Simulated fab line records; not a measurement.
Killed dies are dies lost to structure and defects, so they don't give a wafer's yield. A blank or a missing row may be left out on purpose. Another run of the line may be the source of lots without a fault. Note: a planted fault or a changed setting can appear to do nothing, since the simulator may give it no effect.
fab line records	flow gf180mcu
[record] lots = 13	wafers = 39	lastDay = 34
route steps=602 shown STI@16 NWELL@49 LVPWELL@64 VT_IMPLANT@100
lots that met no fault: from a run of the same line without faults
startH: hours from the record's first day to the start of the lot's first wafer shown	waitH: hours from the lot's prior step to this one	" identical to the entry in the row above	L1.1+2: several wafers, shown together as one row	- no value present, or no start provided	* or withheld: withheld	< > ~ a bound
route shown NAME@n: NAME is a module with steps in the file, n the number in the route of the first one	usual: mean/standard deviation taken from wafers without a fault	same: alike in all rows	chamber/n: place in a boat	sites: the reading at each site	_std_site: the standard deviation of these	_edge_site: the outer-site mean with the inner-site mean subtracted	radiusMm: for every site, how far away it sits from the centre of the wafer	mask NAME#n: copy n	behind: tool/chamber where the wafer was last shaped	hold: reason for holding the lot/hours on hold/outcome of the hold	device: transistor that didn't switch, given as n, p or np	end of line: the same wafers' tests at the end of the route	where a step has no rows: the recipe by itself	killed: dies lost to structure and defects at the first sort, not the wafer's yield	map: a wafer's dies, x killed, . not, _ none there
set.NAME: the setting that was run; set.NAME@STEP: the one run at that earlier step	model.NAME: the simulator's own value behind a step, which no gauge read
the route's steps for a sample of lots (tables are steps, rows are wafers)
services: the hour from which a tool's chamber was out of use, counted from the record's first day as startH (under 0 if before that day), plus the number of hours and why
[[steps]]
[step GF_STI_STRIP_15]
[recipe] chemistry = O2/N2	powerW = 1400	pressureMtorr = 1500	platenTempC = 250	o2FlowSccm = 3000	n2FlowSccm = 300	overashFraction = 0.5
[usual] drypumpMotorCurrentA = 5.8/0.32	heaterPowerW = 327/38	oesProductAu = 0.385/0.0047	stripTimeToEndpointS = 3.74/0.035
lot.wafer	tool	chamber	startH	waitH	drypumpMotorCurrentA	heaterPowerW	oesProductAu	rfHoursCounterH	stripTimeToEndpointS
L115.1	plasmaAsher-01	1	27.44	0.0	6.2	269	0.387	37	3.66
L115.2	"	0	"	"	6.0	279	0.388	37	3.67
L115.6	"	1	"	"	6.2	275	0.388	-	3.76
L116.2	plasmaAsher-01	1	32.13	0.0	6.2	270	0.384	37	3.78
L116.5	"	1	"	"	6.2	267	0.386	-	3.79
L116.6	"	0	"	"	6.1	283	0.380	-	3.75
L117.3	plasmaAsher-02	1	35.38	0.1	5.6	364	0.385	-	3.72
L117.4	"	0	"	"	6.1	343	0.377	-	3.69
L117.6	"	1	"	"	5.6	361	0.393	-	3.75
L118.2	plasmaAsher-02	0	40.78	0.0	6.1	332	0.388	38	3.71
L118.5	"	0	"	"	6.1	347	0.384	-	3.72
L118.6	"	1	"	"	5.6	370	0.381	-	3.70
L120.1	plasmaAsher-02	1	51.99	0.0	5.6	353	0.386	40	3.76
L120.2	"	0	"	"	6.1	337	0.393	40	3.77
L120.5	"	0	"	"	6.1	344	0.380	-	3.81
L128.1	plasmaAsher-01	0	93.49	0.0	6.1	291	0.389	43	3.77
L128.3	"	1	"	"	6.2	270	0.389	-	3.77
L128.4	"	0	"	"	6.1	287	0.374	-	3.69
L129.2	plasmaAsher-02	1	98.14	0.0	5.6	363	0.388	45	3.77
L129.3	"	0	"	"	6.1	347	0.388	-	3.76
L129.6	"	0	"	"	6.1	346	0.393	-	3.74
L130.2	plasmaAsher-02	1	102.54	0.0	5.6	362	0.383	45	3.75
L130.4	"	0	"	"	6.1	351	0.383	-	3.77
L130.5	"	1	"	"	5.6	364	0.383	-	3.75
L133.2	plasmaAsher-02	1	118.48	0.0	5.6	345	0.378	0	3.76
L133.5	"	1	"	"	5.6	338	0.380	-	3.68
L133.6	"	0	"	"	6.1	351	0.389	-	3.72
L134.1	plasmaAsher-02	0	123.13	0.1	6.1	353	0.377	1	3.74
L134.2	"	1	"	"	5.6	343	0.392	1	3.77
L134.5	"	0	"	"	6.1	349	0.383	-	3.77
L135.1	plasmaAsher-01	1	129.23	0.0	6.2	263	0.379	47	3.69
L135.4	"	1	"	"	6.1	270	0.382	-	3.72
L135.6	"	0	"	"	6.0	282	0.380	-	3.72
L136.1	plasmaAsher-04	0	135.59	0.0	5.2	371	0.384	35	3.73
L136.5	"	0	"	"	5.2	375	0.384	-	3.73
L136.6	"	1	"	"	5.8	293	0.385	-	3.73
L138.2	plasmaAsher-01	0	144.11	0.0	6.1	278	0.387	49	3.73
L138.3	"	1	"	"	6.2	263	0.385	-	3.82
L138.6	"	1	"	"	6.2	270	0.387	-	3.74
[step GF_NWELL_OVL_MEAS_07]
[usual] NWELL_OVL = -0.4/1.4
lot.wafer	tool	chamber	startH	waitH	NWELL_OVL[nm]
L115.1	overlay-01	-	58.91	-	1.7
L115.2	"	-	"	"	0.3
L115.6	"	-	"	"	-1.3
L116.2	overlay-01	-	61.97	-	-0.4
L116.5	"	-	"	"	-0.9
L116.6	"	-	"	"	-1.8
L117.3	overlay-01	-	66.32	-	-2.1
L117.4	"	-	"	"	-2.8
L117.6	"	-	"	"	-2.9
L118.2	overlay-01	-	71.97	-	-2.0
L118.5	"	-	"	"	1.7
L118.6	"	-	"	"	0.3
L120.1	overlay-01	-	82.56	-	-0.6
L120.2	"	-	"	"	-0.6
L120.5	"	-	"	"	0.1
L128.1	overlay-01	-	126.76	-	-1.4
L128.3	"	-	"	"	-1.1
L128.4	"	-	"	"	-0.5
L129.2	overlay-01	-	132.92	-	-1.2
L129.3	"	-	"	"	-0.5
L129.6	"	-	"	"	2.5
L130.2	overlay-02	-	137.51	-	0.1
L130.4	"	-	"	"	-0.4
L130.5	"	-	"	"	1.8
L133.2	overlay-01	-	152.72	-	-2.7
L133.5	"	-	"	"	-1.1
L133.6	"	-	"	"	-1.4
L134.1	overlay-02	-	158.82	-	-1.7
L134.2	"	-	"	"	-4.6
L134.5	"	-	"	"	-4.2
L135.1	overlay-01	-	165.47	-	0.8
L135.4	"	-	"	"	-2.3
L135.6	"	-	"	"	-1.0
L136.1	overlay-02	-	171.47	-	-2.2
L136.5	"	-	"	"	-0.6
L136.6	"	-	"	"	-0.8
L138.2	overlay-01	-	180.86	-	-0.9
L138.3	"	-	"	"	-1.2
L138.6	"	-	"	"	0.9
[step GF_NWELL_STRIP_10]
[recipe] chemistry = O2/N2	powerW = 1400	pressureMtorr = 1500	platenTempC = 250	o2FlowSccm = 3000	n2FlowSccm = 300	overashFraction = 0.5
[usual] drypumpMotorCurrentA = 5.5/0.39	heaterPowerW = 338/25	oesProductAu = 0.723/0.0043	stripTimeToEndpointS = 36.93/0.11
lot.wafer	tool	chamber	startH	waitH	drypumpMotorCurrentA	heaterPowerW	oesProductAu	rfHoursCounterH	stripTimeToEndpointS
L115.1	plasmaAsher-03	1	59.24	0.1	5.4	319	0.722	39	36.96
L115.2	"	0	"	"	4.9	333	0.722	39	37.07
L115.6	"	0	"	"	4.9	340	0.715	-	37.05
L116.2	plasmaAsher-04	1	62.30	0.1	5.8	285	0.728	27	36.86
L116.5	"	1	"	"	5.8	296	0.725	-	36.92
L116.6	"	0	"	"	5.2	372	0.718	-	36.85
L117.3	plasmaAsher-04	1	66.67	0.1	5.8	292	0.730	-	36.88
L117.4	"	0	"	"	5.2	388	0.716	-	36.82
L117.6	"	0	"	"	5.2	375	0.722	-	36.82
L118.2	plasmaAsher-02	0	72.30	0.1	6.1	337	0.953	42	-
L118.5	"	1	"	"	5.6	374	0.958	-	-
L118.6	"	0	"	"	6.1	335	0.967	-	-
L120.1	plasmaAsher-04	0	82.89	0.1	5.2	372	0.720	29	36.85
L120.2	"	1	"	"	5.8	292	0.727	29	36.88
L120.5	"	0	"	"	5.2	363	0.721	-	36.73
L128.1	plasmaAsher-02	0	127.09	0.1	6.1	346	0.727	1	37.07
L128.3	"	0	"	"	6.1	343	0.732	-	36.96
L128.4	"	1	"	"	5.6	347	0.716	-	37.14
L129.2	plasmaAsher-02	0	133.25	0.1	6.1	347	0.717	1	36.68
L129.3	"	0	"	"	6.1	350	0.721	-	36.71
L129.6	"	0	"	"	6.1	348	0.721	-	36.74
L130.2	plasmaAsher-02	1	137.84	0.1	5.6	338	0.722	2	36.83
L130.4	"	1	"	"	5.6	345	0.722	-	36.85
L130.5	"	0	"	"	6.1	338	0.721	-	36.85
L133.2	plasmaAsher-02	1	153.05	0.1	5.6	339	0.727	4	36.92
L133.5	"	1	"	"	5.6	340	0.729	-	36.82
L133.6	"	0	"	"	6.1	352	0.723	-	36.93
L134.1	plasmaAsher-04	1	159.15	0.1	5.8	297	0.717	37	36.89
L134.2	"	0	"	"	5.2	374	0.725	37	36.94
L134.5	"	0	"	"	5.2	377	0.721	-	36.86
L135.1	plasmaAsher-02	0	166.91	0.1	6.1	345	0.725	5	36.91
L135.4	"	1	"	"	5.6	347	0.720	-	37.07
L135.6	"	1	"	"	5.6	353	0.721	-	36.95
L136.1	plasmaAsher-02	1	171.80	0.1	5.6	341	0.724	5	36.89
L136.5	"	0	"	"	6.1	334	0.722	-	36.91
L136.6	"	1	"	"	5.6	343	0.723	-	37.01
L138.2	plasmaAsher-02	0	181.19	0.1	6.1	359	0.718	6	37.01
L138.3	"	0	"	"	6.1	344	0.723	-	36.99
L138.6	"	1	"	"	5.6	342	0.719	-	36.94
[step GF_LVPWELL_STRIP_10]
[recipe] chemistry = O2/N2	powerW = 1400	pressureMtorr = 1500	platenTempC = 250	o2FlowSccm = 3000	n2FlowSccm = 300	overashFraction = 0.5
[usual] drypumpMotorCurrentA = 5.6/0.47	heaterPowerW = 320/32	oesProductAu = 0.722/0.0047	stripTimeToEndpointS = 37.02/0.098
lot.wafer	tool	chamber	startH	waitH	drypumpMotorCurrentA	heaterPowerW	oesProductAu	rfHoursCounterH	stripTimeToEndpointS
L115.1	plasmaAsher-03	1	72.74	0.1	5.4	320	0.716	40	37.00
L115.2	"	0	"	"	4.9	329	0.720	40	37.07
L115.6	"	0	"	"	4.9	335	0.718	-	37.06
L116.2	plasmaAsher-03	0	75.69	0.1	4.9	346	0.724	40	36.96
L116.5	"	0	"	"	4.9	338	0.716	-	37.05
L116.6	"	1	"	"	5.4	324	0.714	-	36.98
L117.3	plasmaAsher-02	0	79.83	0.1	6.1	345	0.716	-	37.09
L117.4	"	1	"	"	5.6	358	0.720	-	37.03
L117.6	"	0	"	"	6.1	350	0.723	-	36.93
L118.2	plasmaAsher-03	1	86.31	0.1	5.4	327	0.719	41	48.12
L118.5	"	1	"	"	5.4	331	0.723	-	48.13
L118.6	"	0	"	"	4.9	335	0.734	-	48.19
L120.1	plasmaAsher-03	1	96.76	0.1	5.4	316	0.725	43	37.02
L120.2	"	0	"	"	4.9	340	0.728	43	36.97
L120.5	"	1	"	"	5.4	317	0.726	-	36.98
L128.1	plasmaAsher-03	0	142.25	0.1	4.9	337	0.725	47	36.90
L128.3	"	0	"	"	4.9	344	0.717	-	36.87
L128.4	"	1	"	"	5.4	312	0.716	-	36.97
L129.2	plasmaAsher-03	1	148.34	0.1	5.4	321	0.726	48	37.00
L129.3	"	1	"	"	5.4	325	0.720	-	37.16
L129.6	"	0	"	"	4.9	339	0.725	-	37.08
L130.2	plasmaAsher-01	1	154.15	0.1	6.1	271	0.722	50	37.01
L130.4	"	1	"	"	6.2	271	0.722	-	36.94
L130.5	"	0	"	"	6.1	283	0.720	-	36.94
L133.2	plasmaAsher-02	1	169.25	0.1	5.6	338	0.721	5	36.86
L133.5	"	0	"	"	6.1	342	0.725	-	36.92
L133.6	"	1	"	"	5.6	338	0.725	-	36.87
L134.1	plasmaAsher-03	1	175.54	0.1	5.4	327	0.723	51	37.14
L134.2	"	0	"	"	4.9	339	0.721	51	37.05
L134.5	"	1	"	"	5.4	322	0.727	-	37.13
L135.1	plasmaAsher-03	0	183.19	0.1	4.9	351	0.720	51	37.07
L135.4	"	0	"	"	4.9	339	0.727	-	37.21
L135.6	"	0	"	"	4.9	340	0.723	-	37.07
L136.1	plasmaAsher-02	1	188.74	0.1	5.6	344	0.719	7	36.95
L136.5	"	0	"	"	6.1	351	0.719	-	37.00
L136.6	"	1	"	"	5.6	348	0.728	-	37.12
L138.2	plasmaAsher-03	1	198.74	0.1	5.4	330	0.722	53	36.84
L138.3	"	1	"	"	5.4	322	0.725	-	36.82
L138.6	"	1	"	"	5.4	318	0.716	-	36.88
[step GF_LVPWELL_TW_MEAS_11]
[usual] LVPWELL_TW = 558/3.7
lot.wafer	tool	chamber	startH	waitH	LVPWELL_TW
L115.1	filmMetro-03	-	72.84	0.1	550
L115.2	"	-	"	"	554
L115.6	"	-	"	"	552
L116.2	filmMetro-04	-	75.80	0.1	559
L116.5	"	-	"	"	559
L116.6	"	-	"	"	562
L117.3	filmMetro-03	-	79.91	0.1	555
L117.4	"	-	"	"	549
L117.6	"	-	"	"	555
L118.2	filmMetro-02	-	86.42	0.1	227
L118.5	"	-	"	"	220
L118.6	"	-	"	"	224
L120.1	filmMetro-03	-	96.86	0.1	554
L120.2	"	-	"	"	552
L120.5	"	-	"	"	553
L128.1	filmMetro-02	-	142.35	0.1	560
L128.3	"	-	"	"	561
L128.4	"	-	"	"	559
L129.2	filmMetro-04	-	148.45	0.1	562
L129.3	"	-	"	"	562
L129.6	"	-	"	"	560
L130.2	filmMetro-04	-	154.26	0.1	561
L130.4	"	-	"	"	560
L130.5	"	-	"	"	562
L133.2	filmMetro-02	-	169.36	0.1	557
L133.5	"	-	"	"	556
L133.6	"	-	"	"	554
L134.1	filmMetro-04	-	175.64	0.1	562
L134.2	"	-	"	"	565
L134.5	"	-	"	"	563
L135.1	filmMetro-02	-	183.29	0.1	560
L135.4	"	-	"	"	559
L135.6	"	-	"	"	555
L136.1	filmMetro-04	-	188.84	0.1	564
L136.5	"	-	"	"	564
L136.6	"	-	"	"	565
L138.2	filmMetro-02	-	198.85	0.1	559
L138.3	"	-	"	"	557
L138.6	"	-	"	"	558
[step GF_VT_IMPLANT_TW_MEAS_10]
[usual] VT_IMPLANT_TW = 560.2/2.7
lot.wafer	tool	chamber	startH	waitH	VT_IMPLANT_TW
L115.1	filmMetro-01	-	116.24	0.1	562.1
L115.2	"	-	"	"	557.1
L115.6	"	-	"	"	556.3
L116.2	filmMetro-01	-	119.56	0.1	557.3
L116.5	"	-	"	"	559.5
L116.6	"	-	"	"	557.1
L117.3	filmMetro-01	-	124.71	0.1	559.6
L117.4	"	-	"	"	561.9
L117.6	"	-	"	"	560.8
L118.2	filmMetro-02	-	130.86	0.1	565.7
L118.5	"	-	"	"	565.5
L118.6	"	-	"	"	565.4
L120.1	filmMetro-01	-	141.29	0.1	560.2
L120.2	"	-	"	"	561.7
L120.5	"	-	"	"	561.3
L128.1	filmMetro-03	-	191.59	0.1	560.5
L128.3	"	-	"	"	561.7
L128.4	"	-	"	"	559.6
L129.2	filmMetro-02	-	198.55	0.1	561.7
L129.3	"	-	"	"	559.1
L129.6	"	-	"	"	560.3
L130.2	filmMetro-02	-	204.41	0.1	559.8
L130.4	"	-	"	"	561.0
L130.5	"	-	"	"	562.0
L133.2	filmMetro-03	-	220.71	0.1	558.6
L133.5	"	-	"	"	559.9
L133.6	"	-	"	"	560.5
L134.1	filmMetro-03	-	227.79	0.1	565.3
L134.2	"	-	"	"	560.8
L134.5	"	-	"	"	562.5
L135.1	filmMetro-02	-	236.74	0.1	560.9
L135.4	"	-	"	"	563.0
L135.6	"	-	"	"	565.1
L136.1	filmMetro-01	-	242.15	0.1	563.1
L136.5	"	-	"	"	563.6
L136.6	"	-	"	"	560.1
L138.2	filmMetro-01	-	252.15	0.1	560.4
L138.3	"	-	"	"	562.9
L138.6	"	-	"	"	563.9
[[services]]
tool	chamber	startH	hours	kind
plasmaAsher-04	-	43.39	2.8	pm
plasmaAsher-01	-	53.70	2.3	repair
plasmaAsher-04	-	77.99	1.7	repair
plasmaAsher-03	-	97.82	5.0	repair
plasmaAsher-02	-	108.75	9.0	pm
plasmaAsher-02	0	108.75	9.0	ventCycle
plasmaAsher-02	1	108.75	9.0	ventCycle
plasmaAsher-02	0	117.75	-	clean
plasmaAsher-02	1	117.75	-	clean
plasmaAsher-03	-	180.49	1.7	repair
[[key]]
[firstSign] step = GF_NWELL_STRIP_10	reading = oesProductAu	direction = up	sigmas = 55	usual = 0.723	struck = 0.960
[effect] step = GF_LVPWELL_STRIP_10	reading = stripTimeToEndpointS	direction = up	sigmas = 99+	usual = *	struck = *
[effect] step = GF_LVPWELL_TW_MEAS_11	reading = LVPWELL_TW	direction = down	sigmas = 91	usual = 558	struck = 224
metAt GF_NWELL_STRIP_10
struckLots L118
sortLeftOut L118.2,L118.5,L118.6
testerLeftOut L118
notActingAt GF_STI_STRIP_15,GF_NWELL_OVL_MEAS_07,GF_VT_IMPLANT_TW_MEAS_10
[fault] kind = stripAborted	tool = plasmaAsher-02	chamber = -	onsetH = 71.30	steps = GF_NWELL_STRIP_10	offset = 0.53561	endH = 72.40
// testerLeftOut: of these lots the tester's yield and bins aren't shown, on N5 and GAA mostly nor the transistor test; their killed dies are dies lost to structure and defects alone, not to doping, threshold or leakage, so they don't give the yield
// sortLeftOut: the simulated sort isn't trusted on such a fault, so these wafers' sort isn't shown, and their yield isn't known
